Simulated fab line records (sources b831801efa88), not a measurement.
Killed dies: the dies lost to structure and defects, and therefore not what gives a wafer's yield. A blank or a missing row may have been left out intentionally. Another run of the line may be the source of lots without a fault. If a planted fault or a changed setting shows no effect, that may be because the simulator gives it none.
Struck lot and sound lot, side by side + flow sfq_line + 26 steps out of a route of 325
Sound: these wafers, L253.3, L253.4, L253.6. Wafers struck: L247.2, L247.3. The cause is named last.
At each step with rows: each side's tool, then ch and its chambers, then its first start. Under that, the readings that differ: sound wafers + struck wafers + difference of the means + sigmas: that difference in standard deviations of wafers without a fault.
alike: same words and numbers on both sides, and readings whose means sit less than 2 such deviations apart. not compared: any withheld reading, any reading some wafer has no value for, any bound like >300 that may hide the same value, and any number with overlapping values for which the record gives no deviation.
Wherever a step has rows on one side only, a row that says differs or no value, or a row with sigmas, the two part there. Numbers that have no deviation but don't overlap get no sigmas and don't part them. Lack of a reading on every wafer of one side parts them only where that side has two or more wafers.

SFQ_L0_RS_MEAS_901: measurement is done with a four-point probe.
  sound on film_metro-04, day 4 05:36; struck on film_metro-02, day 2 23:35
  alike: L0_MONX_KI_RS
SFQ_L0_THK_MEAS_902: measures by xrf.
  sound on film_metro-04, day 4 05:42; struck on film_metro-02, day 2 23:41
  alike: L0_MONX_KI_THK
then, 6 steps without rows for these wafers: SFQ_TRILAYER_L0_LITHO_COAT_010 (resist thk 62 nm); SFQ_TRILAYER_L0_LITHO_COAT_005 (resist thk 600 nm); SFQ_TRILAYER_L0_LITHO_SOFTBAKE_009; SFQ_TRILAYER_L0_LITHO_EXPOSE_006 (exposes mask L0, target cd 2000 nm); SFQ_TRILAYER_L0_LITHO_PEB_008 (peb time 60 s); SFQ_TRILAYER_L0_LITHO_DEVELOP_007 (time 60 s).
-- the record jumps here: 3 days lie between the struck wafers' starts before and after --
SFQ_TRILAYER_L0_BARC_OPEN_METAL_ETCH_010: etches BARC in O2, target depth 125 nm, time 41.7 s.
  sound on rie_metal-04 ch 0,1, day 7 07:03; struck on rie_metal-03 ch 0,1, day 5 19:02
  alike: chamber_pressure_mTorr, drypump_motor_current_A, oes_product_au
  not compared: rf_hours_counter_h
SFQ_TRILAYER_L0_ETCH_METAL_ETCH_008: etches MoNx KI in SF6/O2, stops on SiO2, target depth 50 nm, time 25 s.
  sound on rie_metal-04 ch 0,1, day 7 07:06; struck on rie_metal-03 ch 0,1, day 5 19:05
  alike: chamber_pressure_mTorr, drypump_motor_current_A, oes_product_au
  not compared: rf_hours_counter_h
SFQ_TRILAYER_L0_STRIP_STRIP_009: strips in O2.
  sound on rie_metal-04 ch 0,1, day 7 07:20; struck on rie_metal-03 ch 0,1, day 5 19:08
  alike: chamber_pressure_mTorr, drypump_motor_current_A, oes_product_au
  not compared: rf_hours_counter_h
then, 1 step without rows for these wafers: SFQ_TRILAYER_L0_STRIP_SOLV_CLEAN_010 (cleans in NMP, time 600 s).
SFQ_TRILAYER_L0_CAP_PECVD_011: deposits SiO2 from SiH4/N2O, time 13.333 s, target thk 60 nm.
  sound on pecvd-01 ch 0,2, day 7 07:55; struck on pecvd-04 ch 0,2, day 5 19:55
| reading                                             | sound            | struck     | difference | sigmas |
|-----------------------------------------------------|------------------|------------|------------|--------|
| heater_power_w (W)                                  | 66 66 76         | 103 105    | +35        | +2     |
| model.SiO2_of_TRILAYER_L0_CAP_PECVD_011.thk_nm (nm) | 59.25 60.15 59.4 | 63.2 63.47 | +3.7       |        |
  alike: chamber_pressure_Torr, throttle_valve_pct
then, 6 steps without rows for these wafers: SFQ_TRILAYER_L0_VIA_LITHO_COAT_018 (resist thk 62 nm); SFQ_TRILAYER_L0_VIA_LITHO_COAT_013 (resist thk 650 nm); SFQ_TRILAYER_L0_VIA_LITHO_SOFTBAKE_017; SFQ_TRILAYER_L0_VIA_LITHO_EXPOSE_014 (exposes mask L0V, target cd 700 nm); SFQ_TRILAYER_L0_VIA_LITHO_PEB_016 (peb time 60 s); SFQ_TRILAYER_L0_VIA_LITHO_DEVELOP_015 (time 60 s).
-- the record jumps here: 4 days lie between the struck wafers' starts before and after --
SFQ_L0V_OVL_MEAS_903:
  sound on overlay-01, day 11 12:36; struck on overlay-02, day 9 21:20
  alike: L0V_OVL
SFQ_TRILAYER_L0_VIA_BARC_OPEN_VIA_ETCH_021: etches BARC in O2, target depth 125 nm, time 41.7 s.
  sound on rie_diel-04 ch 1,3, day 11 12:37; struck on rie_diel-01 ch 0,1, day 9 21:22
  alike: chamber_pressure_mTorr, drypump_motor_current_A, oes_product_au
  not compared: rf_hours_counter_h
SFQ_TRILAYER_L0_VIA_ETCH_VIA_ETCH_016: etches SiO2 in CHF3, stops on MoNx KI, target depth 80 nm.
  sound on rie_diel-04 ch 1,3, day 11 12:40; struck on rie_diel-01 ch 0,1, day 9 21:24
| reading                         | sound             | struck      | difference | sigmas |
|---------------------------------|-------------------|-------------|------------|--------|
| oes_product_au (a.u.)           | 0.835 0.841 0.838 | 0.864 0.867 | +0.027     | +4     |
| model.etch.depth_nm (nm)        | 59.25 60.15 59.4  | 63.2 63.47  | +3.7       |        |
| model.L0V.feature_depth_nm (nm) | 59.25 60.15 59.4  | 63.2 63.47  | +3.7       |        |
  alike: chamber_pressure_mTorr, drypump_motor_current_A
then, 2 steps without rows for these wafers: SFQ_TRILAYER_L0_VIA_STRIP_STRIP_017 (strips in O2); SFQ_TRILAYER_L0_VIA_STRIP_SOLV_CLEAN_018 (cleans in NMP, time 600 s).
SFQ_TRILAYER_M0_DEP_PRE_CLEAN_020: time 15 s.
  sound on pvd_sputter-05, day 11 14:05; struck on pvd_sputter-05, day 9 22:13
| reading                                             | sound            | struck     | difference | sigmas |
|-----------------------------------------------------|------------------|------------|------------|--------|
| model.SiO2_of_TRILAYER_L0_CAP_PECVD_011.thk_nm (nm) | 54.25 55.15 54.4 | 58.2 58.47 | +3.7       |        |
SFQ_TRILAYER_M0_DEP_SPUTTER_019: material Nb, target thk 200 nm, time 133.3 s.
  sound on pvd_sputter-05, day 11 14:07; struck on pvd_sputter-05, day 9 22:15
  alike: throttle_valve_pct

WHERE THEY PART
Last at SFQ_TRILAYER_L0_VIA_ETCH_VIA_ETCH_016 as far as this record goes, first at SFQ_TRILAYER_L0_CAP_PECVD_011. Later steps at which nothing parts them and some readings are alike: SFQ_TRILAYER_M0_DEP_SPUTTER_019.

WHY: the cause the simulator had injected
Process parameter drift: pecvd-04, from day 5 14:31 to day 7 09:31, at SFQ_TRILAYER_L0_CAP_PECVD_011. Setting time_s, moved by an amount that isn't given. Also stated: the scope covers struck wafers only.
